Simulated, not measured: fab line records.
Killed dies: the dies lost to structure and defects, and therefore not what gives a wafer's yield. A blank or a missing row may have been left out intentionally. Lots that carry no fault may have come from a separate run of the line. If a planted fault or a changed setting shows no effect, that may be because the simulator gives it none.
What tool caused it? :: flow gf180mcu :: 24 lots with 72 wafers sampled at 6 steps, on a route of 602 steps

## WHAT THE GAUGES SHOWED, per wafer
GF_VT_IMPLANT_RS_MEAS_48: the measuring method here is four-point-probe.
lot: L074
measured: day 7 12:48
on: film_metro-04
LVPWELL_RS (ohm/sq): 1196 1196 1194

lot: L075
measured: day 7 17:40
on: film_metro-02
LVPWELL_RS (ohm/sq): 1196 1201 1201

lot: L076
measured: day 7 21:34
on: film_metro-04
LVPWELL_RS (ohm/sq): 1194 1194 1195

lot: L077
measured: day 8 11:22
on: film_metro-03
LVPWELL_RS (ohm/sq): 1202 1203 1201

lot: L078
measured: day 8 16:41
on: film_metro-02
LVPWELL_RS (ohm/sq): 1196 1195 1196

lot: L079
measured: day 8 22:29
on: film_metro-03
LVPWELL_RS (ohm/sq): 1204 1204 1204

lot: L080
measured: day 9 02:52
on: film_metro-04
LVPWELL_RS (ohm/sq): 1187 1192 1194

lot: L081
measured: day 9 05:20
on: film_metro-04
LVPWELL_RS (ohm/sq): 1197 1194 1197

lot: L082
measured: day 9 21:08
on: film_metro-03
LVPWELL_RS (ohm/sq): 1197 1199 1202

lot: L083
measured: day 9 21:56
on: film_metro-04
LVPWELL_RS (ohm/sq): 1196 1194 1193

lot: L084
measured: day 10 05:16
on: film_metro-03
LVPWELL_RS (ohm/sq): 1198 1204 1195

lot: L085
measured: day 10 11:55
on: film_metro-03
LVPWELL_RS (ohm/sq): 1200 1197 1197

lot: L086
measured: day 10 22:20
on: film_metro-04
LVPWELL_RS (ohm/sq): 1200 1199 1200

lot: L087
measured: day 11 09:58
on: film_metro-03
LVPWELL_RS (ohm/sq): 1190 1196 1198

lot: L088
measured: day 11 22:47
on: film_metro-03
LVPWELL_RS (ohm/sq): 1199 1196 1193

lot: L089
measured: day 12 02:55
on: film_metro-04
LVPWELL_RS (ohm/sq): 1197 1196 1196

lot: L090
measured: day 12 06:25
on: film_metro-02
LVPWELL_RS (ohm/sq): 1199 1196 1195

lot: L091
measured: day 12 11:50
on: film_metro-02
LVPWELL_RS (ohm/sq): 1196 1197 1197

lot: L092
measured: day 12 21:41
on: film_metro-04
LVPWELL_RS (ohm/sq): 1196 1198 1196

lot: L093
measured: day 13 00:04
on: film_metro-02
LVPWELL_RS (ohm/sq): 1194 1192 1196

lot: L094
measured: day 13 08:44
on: film_metro-04
LVPWELL_RS (ohm/sq): 1192 1190 1190

lot: L095
measured: day 13 13:44
on: film_metro-02
LVPWELL_RS (ohm/sq): 1195 1195 1197

lot: L096
measured: day 13 16:14
on: film_metro-02
LVPWELL_RS (ohm/sq): 1200 1198 1202

lot: L097
measured: day 14 00:59
on: film_metro-02
LVPWELL_RS (ohm/sq): 1198 1202 1197

GF_SAB_THK_MEAS_01.
lot: L074
measured: day 14 00:27
on: film_metro-01
SAB_CVD_00_THK (nm): 50.3 51.5 50.9

lot: L075
measured: day 14 09:32
on: film_metro-02
SAB_CVD_00_THK (nm): 50.1 50.0 51.0

lot: L076
measured: day 14 15:53
on: film_metro-02
SAB_CVD_00_THK (nm): 50.2 51.4 50.7

lot: L077
measured: day 15 09:35
on: film_metro-03
SAB_CVD_00_THK (nm): 49.9 50.6 50.7

lot: L078
measured: day 15 16:59
on: film_metro-01
SAB_CVD_00_THK (nm): 50.1 51.1 51.4

lot: L079
measured: day 16 02:24
on: film_metro-02
SAB_CVD_00_THK (nm): 49.7 50.3 50.0

lot: L080
measured: day 16 06:52
on: film_metro-03
SAB_CVD_00_THK (nm): 48.5 50.5 50.0

lot: L081
measured: day 16 09:42
on: film_metro-01
SAB_CVD_00_THK (nm): 49.3 49.6 50.4

lot: L082
measured: day 17 06:48
on: film_metro-01
SAB_CVD_00_THK (nm): 49.7 50.2 49.7

lot: L083
measured: day 17 07:43
on: film_metro-02
SAB_CVD_00_THK (nm): 49.2 49.8 49.9

lot: L084
measured: day 17 16:32
on: film_metro-02
SAB_CVD_00_THK (nm): 50.1 49.7 51.7

lot: L085
measured: day 18 00:04
on: film_metro-01
SAB_CVD_00_THK (nm): 49.7 50.8 50.4

lot: L086
measured: day 18 11:49
on: film_metro-03
SAB_CVD_00_THK (nm): 50.6 50.2 51.0

lot: L087
measured: day 19 00:19
on: film_metro-01
SAB_CVD_00_THK (nm): 50.5 51.7 51.4

lot: L088
measured: day 19 18:58
on: film_metro-03
SAB_CVD_00_THK (nm): 50.4 50.4 50.4

lot: L089
measured: day 19 23:01
on: film_metro-02
SAB_CVD_00_THK (nm): 49.6 50.4 50.2

lot: L090
measured: day 20 03:43
on: film_metro-02
SAB_CVD_00_THK (nm): 49.4 49.3 50.4

lot: L091
measured: day 20 13:04
on: film_metro-03
SAB_CVD_00_THK (nm): 50.6 49.9 50.7

lot: L092
measured: day 20 23:43
on: film_metro-02
SAB_CVD_00_THK (nm): 49.8 50.7 50.5

lot: L093
measured: day 21 02:00
on: film_metro-02
SAB_CVD_00_THK (nm): 49.1 49.9 51.0

lot: L094
measured: day 21 10:08
on: film_metro-02
SAB_CVD_00_THK (nm): 50.5 50.1 51.1

lot: L095
measured: day 21 16:52
on: film_metro-01
SAB_CVD_00_THK (nm): 49.7 49.3 50.0

lot: L096
measured: day 21 22:08
on: film_metro-01
SAB_CVD_00_THK (nm): 50.0 48.8 50.1

lot: L097
measured: day 22 07:35
on: film_metro-03
SAB_CVD_00_THK (nm): 50.6 50.2 51.4

GF_V1_RS_MEAS_24: the measuring method here is four-point-probe.
lot: L074
measured: day 17 23:11
on: film_metro-01
V1_W_RS (ohm/sq): 0.327 0.322 0.324

lot: L075
measured: day 18 06:56
on: film_metro-03
V1_W_RS (ohm/sq): 0.331 0.327 0.333

lot: L076
measured: day 18 14:49
on: film_metro-03
V1_W_RS (ohm/sq): 0.317 0.324 0.314

lot: L077
measured: day 19 11:56
on: film_metro-01
V1_W_RS (ohm/sq): 0.317 0.327 0.314

lot: L078
measured: day 19 19:32
on: film_metro-03
V1_W_RS (ohm/sq): 0.327 0.318 0.317

lot: L079
measured: day 20 06:16
on: film_metro-01
V1_W_RS (ohm/sq): 0.328 0.330 0.327

lot: L080
measured: day 20 12:07
on: film_metro-02
V1_W_RS (ohm/sq): 0.315 0.323 0.315

lot: L081
measured: day 20 14:31
on: film_metro-01
V1_W_RS (ohm/sq): 0.328 0.319 0.326

lot: L082
measured: day 21 11:11
on: film_metro-01
V1_W_RS (ohm/sq): 0.333 0.323 0.329

lot: L083
measured: day 21 13:13
on: film_metro-01
V1_W_RS (ohm/sq): 0.323 0.329 0.329

lot: L084
measured: day 21 20:40
on: film_metro-02
V1_W_RS (ohm/sq): 0.327 0.331 0.330

lot: L085
measured: day 22 06:30
on: film_metro-01
V1_W_RS (ohm/sq): 0.320 0.329 0.320

lot: L086
measured: day 22 16:44
on: film_metro-02
V1_W_RS (ohm/sq): 0.322 0.332 0.326

lot: L087
measured: day 23 04:23
on: film_metro-03
V1_W_RS (ohm/sq): 0.319 0.332 0.320

lot: L088
measured: day 23 22:35
on: film_metro-02
V1_W_RS (ohm/sq): 0.322 0.322 0.325

lot: L089
measured: day 24 01:32
on: film_metro-01
V1_W_RS (ohm/sq): 0.320 0.319 0.326

lot: L090
measured: day 24 06:39
on: film_metro-02
V1_W_RS (ohm/sq): 0.317 0.317 0.329

lot: L091
measured: day 24 14:45
on: film_metro-01
V1_W_RS (ohm/sq): 0.321 0.321 0.331

lot: L092
measured: day 25 01:16
on: film_metro-01
V1_W_RS (ohm/sq): 0.319 0.318 0.316

lot: L093
measured: day 25 02:36
on: film_metro-01
V1_W_RS (ohm/sq): 0.316 0.322 0.322

lot: L094
measured: day 25 11:23
on: film_metro-01
V1_W_RS (ohm/sq): 0.327 0.323 0.326

lot: L095
measured: day 25 17:42
on: film_metro-03
V1_W_RS (ohm/sq): 0.330 0.332 0.325

lot: L096
measured: day 25 21:19
on: film_metro-01
V1_W_RS (ohm/sq): 0.325 0.317 0.319

lot: L097
measured: day 26 06:07
on: film_metro-03
V1_W_RS (ohm/sq): 0.325 0.324 0.325

GF_V3_RS_MEAS_24: the measuring method here is four-point-probe.
lot: L074
measured: day 22 04:31
on: film_metro-02
V3_W_RS (ohm/sq): 0.316 0.311 0.311

lot: L075
measured: day 22 13:38
on: film_metro-01
V3_W_RS (ohm/sq): 0.318 0.330 0.316

lot: L076
measured: day 22 21:39
on: film_metro-03
V3_W_RS (ohm/sq): 0.331 0.325 0.332

lot: L077
measured: day 23 17:02
on: film_metro-03
V3_W_RS (ohm/sq): 0.330 0.314 0.329

lot: L078
measured: day 23 23:50
on: film_metro-02
V3_W_RS (ohm/sq): 0.317 0.321 0.314

lot: L079
measured: day 24 09:26
on: film_metro-01
V3_W_RS (ohm/sq): 0.321 0.312 0.324

lot: L080
measured: day 24 15:39
on: film_metro-01
V3_W_RS (ohm/sq): 0.331 0.324 0.329

lot: L081
measured: day 24 16:40
on: film_metro-01
V3_W_RS (ohm/sq): 0.315 0.316 0.325

lot: L082
measured: day 25 11:28
on: film_metro-03
V3_W_RS (ohm/sq): 0.323 0.322 0.312

lot: L083
measured: day 25 12:42
on: film_metro-01
V3_W_RS (ohm/sq): 0.329 0.326 0.334

lot: L084
measured: day 25 19:52
on: film_metro-01
V3_W_RS (ohm/sq): 0.311 0.316 0.324

lot: L085
measured: day 26 06:00
on: film_metro-01
V3_W_RS (ohm/sq): 0.317 0.328 0.321

lot: L086
measured: day 26 16:04
on: film_metro-03
V3_W_RS (ohm/sq): 0.329 0.326 0.330

lot: L087
measured: day 27 02:09
on: film_metro-02
V3_W_RS (ohm/sq): 0.329 0.331 0.328

lot: L088
measured: day 27 18:04
on: film_metro-02
V3_W_RS (ohm/sq): 0.330 0.316 0.315

lot: L089
measured: day 27 19:19
on: film_metro-02
V3_W_RS (ohm/sq): 0.328 0.322 0.332

lot: L090
measured: day 28 00:29
on: film_metro-03
V3_W_RS (ohm/sq): 0.327 0.317 0.328

lot: L091
measured: day 28 06:44
on: film_metro-01
V3_W_RS (ohm/sq): 0.328 0.325 0.326

lot: L092
measured: day 28 18:32
on: film_metro-01
V3_W_RS (ohm/sq): 0.329 0.323 0.324

lot: L093
measured: day 28 18:37
on: film_metro-03
V3_W_RS (ohm/sq): 0.314 0.323 0.318

lot: L094
measured: day 29 01:34
on: film_metro-02
V3_W_RS (ohm/sq): 0.330 0.333 0.333

lot: L095
measured: day 29 06:41
on: film_metro-02
V3_W_RS (ohm/sq): 0.332 0.330 0.330

lot: L096
measured: day 29 10:35
on: film_metro-01
V3_W_RS (ohm/sq): 0.329 0.336 0.328

lot: L097
measured: day 29 18:22
on: film_metro-03
V3_W_RS (ohm/sq): 0.331 0.325 0.327

GF_M4_OVL_MEAS_15.
lot: L074
measured: day 23 04:32
on: overlay-02
M4_OVL (nm): 3 -5 2

lot: L075
measured: day 23 12:38
on: overlay-01
M4_OVL (nm): 3 4 3

lot: L076
measured: day 23 20:57
on: overlay-02
M4_OVL (nm): 8 6 11

lot: L077
measured: day 24 15:53
on: overlay-01
M4_OVL (nm): 6 -7 -7

lot: L078
measured: day 24 22:40
on: overlay-01
M4_OVL (nm): 7 8 10

lot: L079
measured: day 25 07:37
on: overlay-02
M4_OVL (nm): -7 -15 -1

lot: L080
measured: day 25 14:15
on: overlay-02
M4_OVL (nm): -14 5 2

lot: L081
measured: day 25 15:07
on: overlay-02
M4_OVL (nm): 11 0 2

lot: L082
measured: day 26 08:51
on: overlay-02
M4_OVL (nm): -1 5 -10

lot: L083
measured: day 26 09:54
on: overlay-01
M4_OVL (nm): -15 -8 -11

lot: L084
measured: day 26 17:09
on: overlay-01
M4_OVL (nm): -5 2 0

lot: L085
measured: day 27 03:05
on: overlay-01
M4_OVL (nm): 4 5 5

lot: L086
measured: day 27 12:18
on: overlay-01
M4_OVL (nm): 3 8 0

lot: L087
measured: day 27 22:37
on: overlay-02
M4_OVL (nm): 13 -4 6

lot: L088
measured: day 28 14:39
on: overlay-01
M4_OVL (nm): 2 0 6

lot: L089
measured: day 28 15:36
on: overlay-01
M4_OVL (nm): 5 -1 17

lot: L090
measured: day 28 20:59
on: overlay-02
M4_OVL (nm): -3 -6 -1

lot: L091
measured: day 29 02:15
on: overlay-02
M4_OVL (nm): 10 -5 -4

lot: L092
measured: day 29 14:07
on: overlay-01
M4_OVL (nm): -3 -1 -9

lot: L093
measured: day 29 14:14
on: overlay-02
M4_OVL (nm): -1 6 3

lot: L094
measured: day 29 20:51
on: overlay-02
M4_OVL (nm): 4 12 5

lot: L095
measured: day 30 02:27
on: overlay-02
M4_OVL (nm): -1 1 1

lot: L096
measured: day 30 05:56
on: overlay-02
M4_OVL (nm): 11 -6 -3

lot: L097
measured: day 30 13:30
on: overlay-01
M4_OVL (nm): 17 11 8

## TOOL THAT RAN EACH LOT (tool first, then ch and the chambers of the sampled wafers, then the start)
lot: L074
GF_V2_SPUTTER_22: pvd_sputter-04, day 20 01:59

lot: L075
GF_V2_SPUTTER_22: pvd_sputter-02, day 20 10:04

lot: L076
GF_V2_SPUTTER_22: pvd_sputter-04, day 20 18:54

lot: L077
GF_V2_SPUTTER_22: pvd_sputter-04, day 21 15:08

lot: L078
GF_V2_SPUTTER_22: pvd_sputter-01, day 21 22:39

lot: L079
GF_V2_SPUTTER_22: pvd_sputter-04, day 22 08:39

lot: L080
GF_V2_SPUTTER_22: pvd_sputter-01, day 22 14:30

lot: L081
GF_V2_SPUTTER_22: pvd_sputter-02, day 22 15:44

lot: L082
GF_V2_SPUTTER_22: pvd_sputter-02, day 23 12:26

lot: L083
GF_V2_SPUTTER_22: pvd_sputter-04, day 23 13:10

lot: L084
GF_V2_SPUTTER_22: pvd_sputter-02, day 23 21:42

lot: L085
GF_V2_SPUTTER_22: pvd_sputter-04, day 24 07:08

lot: L086
GF_V2_SPUTTER_22: pvd_sputter-04, day 24 17:09

lot: L087
GF_V2_SPUTTER_22: pvd_sputter-01, day 25 04:01

lot: L088
GF_V2_SPUTTER_22: pvd_sputter-04, day 25 21:42

lot: L089
GF_V2_SPUTTER_22: pvd_sputter-02, day 25 23:37

lot: L090
GF_V2_SPUTTER_22: pvd_sputter-04, day 26 04:44

lot: L091
GF_V2_SPUTTER_22: pvd_sputter-01, day 26 11:39

lot: L092
GF_V2_SPUTTER_22: pvd_sputter-01, day 26 23:02

lot: L093
GF_V2_SPUTTER_22: pvd_sputter-01, day 27 00:07

lot: L094
GF_V2_SPUTTER_22: pvd_sputter-02, day 27 07:02

lot: L095
GF_V2_SPUTTER_22: pvd_sputter-04, day 27 13:10

lot: L096
GF_V2_SPUTTER_22: pvd_sputter-02, day 27 16:49

lot: L097
GF_V2_SPUTTER_22: pvd_sputter-02, day 28 01:31
- GF_V2_SPUTTER_22: material TiN, target thk 10 nm, time 40 s.

## WHAT THE TOOLS THEMSELVES READ (means of the sampled wafers that have a number; where no wafer has one, the mark that the record gives instead)
GF_V2_SPUTTER_22.
lot: L074
tool: pvd_sputter-04
throttle_valve_pct (%): 29.2

lot: L075
tool: pvd_sputter-02
throttle_valve_pct (%): 30.4

lot: L076
tool: pvd_sputter-04
throttle_valve_pct (%): 30.1

lot: L077
tool: pvd_sputter-04
throttle_valve_pct (%): 29.7

lot: L078
tool: pvd_sputter-01
throttle_valve_pct (%): 31.0

lot: L079
tool: pvd_sputter-04
throttle_valve_pct (%): 29.2

lot: L080
tool: pvd_sputter-01
throttle_valve_pct (%): 30.8

lot: L081
tool: pvd_sputter-02
throttle_valve_pct (%): 30.3

lot: L082
tool: pvd_sputter-02
throttle_valve_pct (%): 30.3

lot: L083
tool: pvd_sputter-04
throttle_valve_pct (%): 29.7

lot: L084
tool: pvd_sputter-02
throttle_valve_pct (%): 30.1

lot: L085
tool: pvd_sputter-04
throttle_valve_pct (%): 29.9

lot: L086
tool: pvd_sputter-04
throttle_valve_pct (%): 29.9

lot: L087
tool: pvd_sputter-01
throttle_valve_pct (%): 30.7

lot: L088
tool: pvd_sputter-04
throttle_valve_pct (%): 30.1

lot: L089
tool: pvd_sputter-02
throttle_valve_pct (%): 30.1

lot: L090
tool: pvd_sputter-04
throttle_valve_pct (%): 29.2

lot: L091
tool: pvd_sputter-01
throttle_valve_pct (%): 30.2

lot: L092
tool: pvd_sputter-01
throttle_valve_pct (%): 30.8

lot: L093
tool: pvd_sputter-01
throttle_valve_pct (%): 31.0

lot: L094
tool: pvd_sputter-02
throttle_valve_pct (%): 30.1

lot: L095
tool: pvd_sputter-04
throttle_valve_pct (%): 29.3

lot: L096
tool: pvd_sputter-02
throttle_valve_pct (%): 30.7

lot: L097
tool: pvd_sputter-02
throttle_valve_pct (%): 30.3

## THE ANSWER, worked out from the rows above alone
Rule: the usual values come from the lots themselves. Put in order of their means at a reading, lots are off if they are a third of the lots or fewer, leave a main group of 4 or more, and stand apart from it by a gap of 3 or more times the standard deviation of the main group's means; of several such gaps the widest counts. Not used: any main group whose means are identical at the precision the tables above print for the reading. A lot without any number at a reading at which 4 lots or more have one is off too. Any other lot the step has rows for is counted as sound. After the gauges, taken in route order, come the tools' own readings; for these a lot's mean is taken, as printed above. At the first step where some lot is off, the reading lying furthest off is the one used; lots without a number count as furthest.
None of the lots is off at any reading shown; this tells nothing.

## WHAT HAD BEEN PUT IN BY THE SIMULATOR
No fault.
